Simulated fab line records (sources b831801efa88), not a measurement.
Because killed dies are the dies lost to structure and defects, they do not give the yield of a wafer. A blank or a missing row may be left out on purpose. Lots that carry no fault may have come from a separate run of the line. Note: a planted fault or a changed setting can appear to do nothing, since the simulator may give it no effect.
A struck lot beside a sound one || flow sky130 || 17 out of 708 route steps
Sound: these wafers, L631.1, L631.4, L631.5. Struck: wafers L623.4, L623.5, L623.6. The cause is given at the end.
For every step that has rows: the tool of each side, followed by ch and its chambers, followed by its first start. Under that, the readings that differ: sound wafers || struck wafers || difference of the means || sigmas: that difference in standard deviations of wafers without a fault.
alike: readings whose means differ by less than 2 such deviations, and words and numbers that are the same on both sides. not compared: withheld readings, readings that some wafer has no value for, bounds like >300 that may hide the same value, and numbers for which the record gives no deviation and whose values overlap.
A row with sigmas, a row that says differs or no value, or rows on one side alone: a step with any of these is where the two part. When numbers do not overlap yet have no deviation, they are printed without sigmas and do not part them. Lack of a reading on every wafer of one side parts them only where that side has two or more wafers.

SKY_LI_CONTACT_CMP_02: polishes PSG.
  sound on cmp-02 ch 0,1, day 34 02:28; struck on cmp-02 ch 0,1, day 31 20:40
  alike: motor-current-A, time-to-endpoint-s
SKY_LI_CONTACT_BOW_MEAS_03:
  sound: film-metro-03 at day 34 02:46; struck: film-metro-04 at day 31 21:01
  alike: LI_CONTACT_BOW
then, 8 steps without rows for these wafers: SKY_LI_CONTACT_DEHYDRATE_04 (time 60 s); SKY_LI_CONTACT_HMDS_05 (prime time 60 s); SKY_LI_CONTACT_COAT_06 (resist thk 60 nm); SKY_LI_CONTACT_COAT_07 (resist thk 450 nm); SKY_LI_CONTACT_SOFTBAKE_08 (time 90 s); SKY_LI_CONTACT_EXPOSE_09 (exposes mask LICM1, target cd 170 nm); SKY_LI_CONTACT_PEB_10; SKY_LI_CONTACT_DEVELOP_11 (develop time 60 s).
SKY_LI_CONTACT_CD_MEAS_12 targets a cd of 170 nm.
  sound: cd-sem-01 at day 35 05:11; struck: cd-sem-02 at day 33 00:17
  alike: cd-nm
SKY_LI_CONTACT_OVL_MEAS_13:
  sound: overlay-01 at day 35 05:19; struck: overlay-02 at day 33 00:22
  alike: LI_CONTACT_OVL
SKY_LI_CONTACT_ETCH_14: etches BARC in N2/H2, stops on SiO2, time 45.9 s, target depth 60 nm.
  sound on rie-diel-01 ch 0,3, day 35 05:21; struck on rie-diel-01 ch 0,1,2, day 33 00:23
  no value came back on the struck wafers for any of 5 readings (bias-w (W), chamber-pressure-mTorr (mTorr) and others); on the sound wafers bias-w (W) reads 99.34 100.19 100.02
{"reading": "model.KrF-thick_of_LI_CONTACT_COAT_07.thk-nm (nm)", "sound": "394.8 392.3 394", "struck": "435.5 436.4 437.1", "difference": "+42.6", "sigmas": ""}
  not compared: rf-hours-counter-h
SKY_LI_CONTACT_ETCH_15: etches PSG in C4F8/O2/Ar, stops on Si, target depth 600 nm.
  sound on rie-diel-01 ch 0,3, day 35 05:23; struck on rie-diel-01 ch 0,1,2, day 33 00:26
{"reading": "oes-product-au (a.u.)", "sound": "0.830 0.831 0.831", "struck": "0.379 0.370 0.386", "difference": -0.452, "sigmas": "-99 or more"}
{"reading": "model.KrF-thick_of_LI_CONTACT_COAT_07.thk-nm (nm)", "sound": "240.1 230.3 239.4", "struck": "277 276.6 277.5", "difference": "+40", "sigmas": ""}
  alike: bias-w, chamber-pressure-mTorr
SKY_LI_CONTACT_STRIP_16: strips in O2/N2.
  sound on plasma-asher-01 ch 0,1, day 35 05:29; struck on plasma-asher-03 ch 0,1, day 33 00:33
{"reading": "oes-product-au (a.u.)", "sound": "0.383 0.380 0.381", "struck": "0.391 0.397 0.400", "difference": "+0.015", "sigmas": "+3"}
{"reading": "strip-time-to-endpoint-s (s)", "sound": "3.59 3.48 3.59", "struck": "3.99 3.97 3.97", "difference": "+0.42", "sigmas": "+12"}
  alike: drypump-motor-current-A
  not compared: rf-hours-counter-h
then, 1 step without rows for these wafers: SKY_LI_CONTACT_CLEAN_17 (cleans in NMP, time 600 s).
-- a jump in the record: the struck wafers' starts before and after are 16 days apart (it breaks off in module LI_CONTACT and resumes in module PAD_OPEN, where the first step shown is number 708 of the route) --
SKY_PAD_OPEN_PROBE_99:
  sound: prober-02 at day 50 03:01; struck: prober-02 at day 48 17:26
{"reading": "killed_at_M0_to_M3", "sound": "40 50 31", "struck": "215 214 215", "difference": "+174", "sigmas": "+26"}
{"reading": "killed_at_M4_up", "sound": "1 3 9", "struck": "63 43 66", "difference": "+53", "sigmas": "+29"}
{"reading": "killed-at-contacts", "sound": "15 32 29", "struck": "136 151 154", "difference": "+122", "sigmas": "+21"}
{"reading": "killed-at-other", "sound": "0 1 0", "struck": "66 63 47", "difference": "+58", "sigmas": "+99 or more"}
{"reading": "killed-dies", "sound": "74 101 86", "struck": "492 492 492", "difference": "+405", "sigmas": "+42"}
{"reading": "killed-on-rim", "sound": "14 18 20", "struck": "96 96 96", "difference": "+79", "sigmas": "+20"}
  alike: killed-at-front-end, killed-open, killed-short

WHERE THEY PART
First at SKY_LI_CONTACT_ETCH_14; last, within this record, at SKY_PAD_OPEN_PROBE_99.

WHY: the cause the simulator had injected
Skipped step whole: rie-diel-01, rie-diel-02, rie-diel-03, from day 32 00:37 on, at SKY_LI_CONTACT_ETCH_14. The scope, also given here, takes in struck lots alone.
